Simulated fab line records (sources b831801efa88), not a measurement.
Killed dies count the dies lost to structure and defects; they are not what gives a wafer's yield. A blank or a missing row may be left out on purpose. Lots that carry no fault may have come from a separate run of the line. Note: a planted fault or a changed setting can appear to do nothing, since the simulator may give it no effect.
Which tool was responsible? -- flow sky130 -- 33 wafers from 11 lots sampled at 2 of the route's 708 steps

WHAT THE GAUGES READ, wafer by wafer
SKY_VIA1_RS_MEAS_22: measurement is done with a four-point probe.
lot,measured,on,VIA1_W_RS (ohm/sq)
L959,day 34 10:07,film_metro-02,0.419 0.427 0.420
L963,day 35 05:07,film_metro-03,0.433 0.431 0.438
L966,day 36 13:53,film_metro-03,0.427 0.427 0.425
L967,day 36 19:14,film_metro-03,0.424 0.430 0.431
L968,day 37 03:59,film_metro-03,0.408 0.410 0.403
L969,day 37 13:26,film_metro-01,0.405 0.404 0.405
L970,day 37 20:38,film_metro-01,0.403 0.396 0.401
L978,day 40 05:04,film_metro-01,0.430 0.429 0.432
L979,day 40 14:19,film_metro-02,0.419 0.419 0.428
L980,day 40 16:34,film_metro-02,0.431 0.431 0.426
L981,day 40 19:18,film_metro-03,0.428 0.428 0.419

TOOL THAT RAN EACH LOT (tool first, then ch and the chambers of the sampled wafers, then the start)
lot,SKY_VIA1_CVD_21
L959,"cvd_w-01 ch 0,1, day 34 10:01"
L963,"cvd_w-02 ch 0,1, day 35 05:01"
L966,"cvd_w-02 ch 0,1, day 36 13:46"
L967,"cvd_w-02 ch 0,1, day 36 19:08"
L968,"cvd_w-02 ch 0,1, day 37 03:53"
L969,"cvd_w-02 ch 0,1, day 37 13:19"
L970,"cvd_w-02 ch 1, day 37 20:28"
L978,"cvd_w-01 ch 0,1, day 40 04:59"
L979,"cvd_w-01 ch 0,1, day 40 14:14"
L980,"cvd_w-01 ch 0,1, day 40 16:29"
L981,"cvd_w-01 ch 0,1, day 40 19:11"
- SKY_VIA1_CVD_21: deposits W, target thk 270 nm, time 80.902 s.

THE ANSWER, worked out from the rows above alone
Rule: what is usual is taken from the lots themselves. The widest of any qualifying gaps counts: lots, ordered by their means at a reading, are off when they make up no more than a third of the lots, leave a main group of 4 or more, and stand apart from it by 3 or more times the standard deviation of that group's means. The tables above print the reading to a certain number of digits; a main group whose means all agree to those digits is not used. A lot without any number at a reading at which 4 lots or more have one is off too. The other lots that the step has rows for count as sound.
Off: L968, L969, L970, at SKY_VIA1_RS_MEAS_22 (VIA1_W_RS). The main group has a mean of 0.427 ohm/sq with a standard deviation of 0.0039.
A tool fits if, at a process step before that reading, it ran every lot that is off, and no sound lot after the first of them. The gauges at SKY_VIA1_RS_MEAS_22 are tried like those tools. One fits: cvd_w-02 at SKY_VIA1_CVD_21. Its last sound lot is L967 (day 36 19:08), its first lot that is off L968 (day 37 03:53): a fault that began between those two fits.

WHAT THE SIMULATOR HAD PUT IN
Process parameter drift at SKY_VIA1_CVD_21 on cvd_w-02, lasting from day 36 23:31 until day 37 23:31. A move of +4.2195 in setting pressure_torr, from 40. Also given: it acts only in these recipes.
Shown lots that were struck: L968, L969, L970. The rule above reached the same finding.
